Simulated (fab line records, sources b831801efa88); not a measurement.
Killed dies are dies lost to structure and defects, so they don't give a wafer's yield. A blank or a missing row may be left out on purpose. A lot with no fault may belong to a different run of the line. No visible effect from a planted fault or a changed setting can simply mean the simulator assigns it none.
Which of the tools did it? | flow sky130 | 11 lots with 33 wafers sampled at 5 steps, on a route of 708 steps

## WHAT EACH GAUGE READ, for each wafer
SKY_VT_ADJUST_HVTP_CD_MEAS_07: the cd target is 380 nm. Usual: cdNm reads 378.7 nm (standard deviation 2.3).
lot  | measured     | on       | cdNm (nm)         | flag
L190 | day 6 01:46  | cdSem-01 | 379.8 377.7 381.5 | 
L191 | day 6 07:47  | cdSem-01 | 379.3 378.9 379.0 | 
L192 | day 6 14:19  | cdSem-01 | 381.2 383.1 378.6 | 
L196 | day 7 17:23  | cdSem-02 | 377.5 377.7 378.3 | 
L200 | day 8 19:28  | cdSem-02 | 356.7 353.1 380.1 | OFF
L201 | day 8 20:04  | cdSem-02 | 350.3 351.5 379.9 | OFF
L204 | day 9 15:35  | cdSem-02 | 380.2 379.0 380.8 | 
L205 | day 10 01:08 | cdSem-01 | 381.9 381.6 382.9 | 
L212 | day 12 01:49 | cdSem-01 | 374.1 377.7 377.4 | 
L211 | day 12 02:10 | cdSem-01 | 381.4 381.2 379.1 | 
L213 | day 12 11:32 | cdSem-01 | 377.8 375.9 377.2 | 

SKY_VT_ADJUST_NCORE_CD_MEAS_07: the cd target is 380 nm. Usual: cdNm reads 379.9 nm (standard deviation 2.5).
lot  | measured     | on       | cdNm (nm)         | flag
L190 | day 8 09:40  | cdSem-01 | 378.2 377.8 377.1 | 
L191 | day 8 16:47  | cdSem-02 | 377.5 379.2 379.6 | 
L192 | day 9 00:10  | cdSem-02 | 378.4 379.6 378.9 | 
L196 | day 10 08:56 | cdSem-01 | 378.6 379.4 379.2 | 
L200 | day 11 14:22 | cdSem-01 | 382.7 378.6 379.0 | 
L201 | day 11 15:55 | cdSem-02 | 378.5 377.3 377.9 | 
L204 | day 12 13:17 | cdSem-02 | 378.4 379.8 377.9 | 
L205 | day 13 00:47 | cdSem-01 | 378.9 378.6 377.7 | 
L212 | day 15 08:55 | cdSem-01 | 385.7 379.1 383.0 | 
L211 | day 15 09:19 | cdSem-02 | 377.8 375.9 377.0 | 
L213 | day 15 19:44 | cdSem-02 | 377.8 381.4 379.5 | 

SKY_VT_ADJUST_HVTR_OVL_MEAS_08. Usual: VT_ADJUST_HVTR_OVL 0.8 nm, standard deviation 1.1.
lot  | measured     | on         | VT_ADJUST_HVTR_OVL (nm) | flag
L190 | day 9 06:35  | overlay-01 | 1.4 0.6 0.5             | 
L191 | day 9 14:50  | overlay-02 | 2.2 1.5 1.7             | 
L192 | day 9 22:44  | overlay-02 | 0.1 0.6 0.9             | 
L196 | day 11 08:05 | overlay-02 | 1.4 0.7 1.7             | 
L200 | day 12 15:11 | overlay-02 | 2.7 2.0 1.4             | 
L201 | day 12 16:47 | overlay-02 | 0.7 -0.2 1.2            | 
L204 | day 13 15:53 | overlay-01 | -1.1 -0.4 0.6           | 
L205 | day 14 03:56 | overlay-02 | 2.2 2.9 0.8             | 
L212 | day 16 13:38 | overlay-01 | 1.0 0.7 1.0             | 
L211 | day 16 14:17 | overlay-01 | -0.8 -1.0 0.4           | 
L213 | day 17 01:15 | overlay-01 | 1.5 1.1 2.6             | 

SKY_VT_ADJUST_HVTR_TW_MEAS_11. Usual: VT_ADJUST_HVTR_TW 212.0, standard deviation 1.1.
lot  | measured     | on           | VT_ADJUST_HVTR_TW | flag
L190 | day 9 06:52  | filmMetro-04 | 211.1 212.3 212.0 | 
L191 | day 9 15:08  | filmMetro-03 | 211.9 213.5 211.7 | 
L192 | day 9 23:01  | filmMetro-03 | 211.5 213.3 212.2 | 
L196 | day 11 08:23 | filmMetro-03 | 214.4 213.5 213.4 | 
L200 | day 12 15:28 | filmMetro-04 | 211.6 211.9 211.3 | 
L201 | day 12 17:04 | filmMetro-01 | 210.6 210.7 211.3 | 
L204 | day 13 16:11 | filmMetro-01 | 213.7 212.9 213.9 | 
L205 | day 14 04:14 | filmMetro-03 | 213.9 212.9 212.9 | 
L212 | day 16 13:55 | filmMetro-01 | 211.9 211.4 212.2 | 
L211 | day 16 14:34 | filmMetro-04 | 209.5 211.1 210.2 | 
L213 | day 17 01:33 | filmMetro-01 | 210.7 210.0 210.0 | 

## WHAT TOOL EACH LOT RAN ON (gives the tool, then ch and the chambers of the sampled wafers, and finally the start)
lot  | SKY_VT_ADJUST_HVTP_EXPOSE_04
L190 | ilineStepper-01 ch 0, day 5 17:24
L191 | ilineStepper-02 ch 0, day 5 22:32
L192 | ilineStepper-01 ch 0, day 6 04:29
L196 | ilineStepper-01 ch 0, day 7 08:40
L200 | ilineStepper-02 ch 0, day 8 09:34
L201 | ilineStepper-02 ch 0, day 8 10:10
L204 | ilineStepper-01 ch 0, day 9 05:27
L205 | ilineStepper-01 ch 0, day 9 14:14
L212 | ilineStepper-02 ch 0, day 11 13:58
L211 | ilineStepper-02 ch 0, day 11 14:31
L213 | ilineStepper-01 ch 0, day 11 23:18
- SKY_VT_ADJUST_HVTP_EXPOSE_04: exposes mask HVTPM, target cd 380 nm.

## WHAT THE TOOLS THEMSELVES READ (means of the sampled wafers that have a number; where no wafer has one, the mark that the record gives instead)
The record holds no such reading with a usual standard deviation.

## THE ANSWER, worked out from the rows above alone
Rule: a lot is off if the mean of its wafers that have a number lies more than 3 standard deviations from the usual mean. A lot without any number at a reading at which 4 lots or more have one is off too. Any other lot the step has rows for is counted as sound. First the gauges in route order, then the tools' own readings, where a lot's mean is used as printed above. At the first step where some lot is off, the reading lying furthest off is the one used; lots without a number count as furthest.
Off at SKY_VT_ADJUST_HVTP_CD_MEAS_07 (cdNm): L200, L201.
A tool fits if, at a process step before that reading, it ran every lot that is off, and no sound lot after the first of them. The gauges at SKY_VT_ADJUST_HVTP_CD_MEAS_07 are tried like those tools. No candidate that was tried fits.

## WHAT HAD BEEN PUT IN BY THE SIMULATOR
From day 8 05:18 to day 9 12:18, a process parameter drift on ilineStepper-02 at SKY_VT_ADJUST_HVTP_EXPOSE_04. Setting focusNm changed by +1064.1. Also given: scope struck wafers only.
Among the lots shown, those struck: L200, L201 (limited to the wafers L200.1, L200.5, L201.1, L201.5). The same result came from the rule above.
